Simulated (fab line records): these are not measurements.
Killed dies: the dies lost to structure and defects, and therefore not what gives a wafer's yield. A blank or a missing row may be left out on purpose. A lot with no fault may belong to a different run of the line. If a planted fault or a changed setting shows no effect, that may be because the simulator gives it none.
A lot that was struck, set against a sound lot | flow sky130 | 21 steps out of a route of 708
Sound: these wafers, L654.2, L654.3, L654.4. Struck: wafers L662.2, L662.4, L662.6. The cause is named last.
Per side, at each step with rows, come the tool, then ch with its chambers, and then its first start. Under that, the readings that differ: sound wafers | struck wafers | difference of the means | sigmas: that difference in standard deviations of wafers without a fault.
alike: words and numbers the same on both sides, and readings whose means are apart by under 2 such deviations; not compared: readings that were withheld, readings missing a value for some wafer, numbers with overlapping values and no deviation given by the record, and bounds like >300 which may hide the same value.
A row with sigmas, a row that says differs or no value, or rows on one side alone: a step with any of these is where the two part. Non-overlapping numbers with no deviation appear without sigmas and do not part them. Lack of a reading on every wafer of one side parts them only where that side has two or more wafers.

SKY_LI_CONTACT_CVD_21: deposits W, target thk 400 nm, time 120.56 s.
  sound on cvd-w-02 ch 0,1, day 29 17:46; struck on cvd-w-01 ch 0,1, day 32 23:18
  alike: heater-power-w
SKY_LI_CONTACT_RS_MEAS_22: uses a four-point probe to measure.
  sound on film-metro-03 at day 29 17:55; struck on film-metro-01 at day 32 23:27
  alike: LI_CONTACT_W_RS
SKY_LI_CONTACT_THK_MEAS_23: measures by xrf.
  sound on film-metro-03 at day 29 18:01; struck on film-metro-01 at day 32 23:34
  alike: LI_CONTACT_W_THK
SKY_LI_CONTACT_CMP_24: polishes, stops on PSG, t overpolish 20 s, target thk 0 nm.
  sound on cmp-01 ch 0,2,3, day 29 18:04; struck on cmp-02 ch 0,2,3, day 32 23:40
  alike: motor-current-A, overpolish-run-s, time-to-endpoint-s
SKY_LOCAL_INTERCONNECT_SPUTTER_00: material TiN, target thk 100 nm, time 83.3 s.
  sound on pvd-sputter-03 at day 29 18:22; struck on pvd-sputter-04 at day 32 23:55
  alike: throttle-valve-pct
SKY_LOCAL_INTERCONNECT_RS_MEAS_01: uses a four-point probe to measure.
  sound on film-metro-02 at day 29 18:27; struck on film-metro-02 at day 32 23:59
  alike: LOCAL_INTERCONNECT_TIN_RS
SKY_LOCAL_INTERCONNECT_THK_MEAS_02: measures by xrf.
  sound on film-metro-02 at day 29 18:34; struck on film-metro-02 at day 33 00:06
  alike: LOCAL_INTERCONNECT_TIN_THK
then, 5 steps without rows for these wafers: SKY_LOCAL_INTERCONNECT_DEHYDRATE_03 (time 60 s); SKY_LOCAL_INTERCONNECT_HMDS_04 (prime time 60 s); SKY_LOCAL_INTERCONNECT_COAT_05 (resist thk 60 nm); SKY_LOCAL_INTERCONNECT_COAT_06 (resist thk 450 nm); SKY_LOCAL_INTERCONNECT_SOFTBAKE_07 (time 90 s).
SKY_LOCAL_INTERCONNECT_EXPOSE_08: exposes mask LI1M, target cd 170 nm.
  sound on krf-scanner-02 ch 0, day 30 08:27; struck on krf-scanner-01 ch 0, day 33 13:58
  alike: mask
then, 2 steps without rows for these wafers: SKY_LOCAL_INTERCONNECT_PEB_09; SKY_LOCAL_INTERCONNECT_DEVELOP_10 (develop time 60 s).
SKY_LOCAL_INTERCONNECT_CD_MEAS_11: target cd 170 nm.
  sound on cd-sem-02 at day 30 21:51; struck on cd-sem-01 at day 34 02:53
  reading    | sound             | struck            | difference | sigmas
  cd-nm (nm) | 171.1 171.5 171.6 | 135.3 146.2 148.1 | -28.2      | -20
SKY_LOCAL_INTERCONNECT_OVL_MEAS_12:
  sound on overlay-02 at day 30 21:58; struck on overlay-02 at day 34 04:29
  alike: LOCAL_INTERCONNECT_OVL
SKY_LOCAL_INTERCONNECT_ETCH_13: etches BARC in N2/H2, stops on SiO2, time 45.9 s, target depth 60 nm.
  sound on rie-metal-02 ch 0,1, day 30 21:59; struck on rie-metal-04 ch 0,1, day 34 04:31
  reading                             | sound             | struck            | difference | sigmas
  model.LOCAL_INTERCONNECT.cd-nm (nm) | 171.2 171.4 171.6 | 135.4 145.7 147.4 | -28.6      |
  alike: drypump-motor-current-A, oes-product-au, rf-fwd-power-W, throttle-valve-pct
  not compared: rf-hours-counter-h
SKY_LOCAL_INTERCONNECT_METAL_ETCH_14: etches TiN in Cl2/BCl3, stops on PSG, target depth 110 nm, time 31.4 s.
  sound on rie-metal-02 ch 0,1, day 30 22:03; struck on rie-metal-04 ch 0,1, day 34 04:34
  reading                             | sound             | struck            | difference | sigmas
  model.LOCAL_INTERCONNECT.cd-nm (nm) | 171.2 171.2 171.3 | 135.6 145.6 147.6 | -28.3      |
  alike: drypump-motor-current-A, oes-product-au, rf-fwd-power-W, throttle-valve-pct
  not compared: rf-hours-counter-h
SKY_LOCAL_INTERCONNECT_STRIP_15: strips in O2/N2.
  sound on plasma-asher-03 ch 0,1, day 30 22:07; struck on plasma-asher-03 ch 0,1, day 34 04:37
  reading                      | sound             | struck            | difference | sigmas
  strip-time-to-endpoint-s (s) | 4.685 4.715 4.690 | 4.762 4.731 4.728 | +0.044     | +2
  alike: drypump-motor-current-A, oes-product-au
  not compared: rf-hours-counter-h
-- a jump in the record: the struck wafers' starts before and after are 14 days apart (it breaks off in module LOCAL_INTERCONNECT and resumes in module PAD_OPEN, where the first step shown is number 708 of the route) --
SKY_PAD_OPEN_PROBE_99:
  sound on prober-02 at day 46 03:26; struck on prober-01 at day 48 14:47
  reading            | sound    | struck    | difference | sigmas
  killed-at-contacts | 16 30 26 | 331 44 35 | +113       | +20
  killed-dies        | 84 83 91 | 380 92 92 | +102       | +11
  killed-on-rim      | 18 19 16 | 73 20 13  | +18        | +5
  alike: killed_at_M0_to_M3, killed_at_M4_up, killed-at-front-end, killed-at-other, killed-open, killed-short

WHERE THEY PART
Earliest at SKY_LOCAL_INTERCONNECT_CD_MEAS_11; latest, in this record, at SKY_PAD_OPEN_PROBE_99.

WHY: what had been put in by the simulator
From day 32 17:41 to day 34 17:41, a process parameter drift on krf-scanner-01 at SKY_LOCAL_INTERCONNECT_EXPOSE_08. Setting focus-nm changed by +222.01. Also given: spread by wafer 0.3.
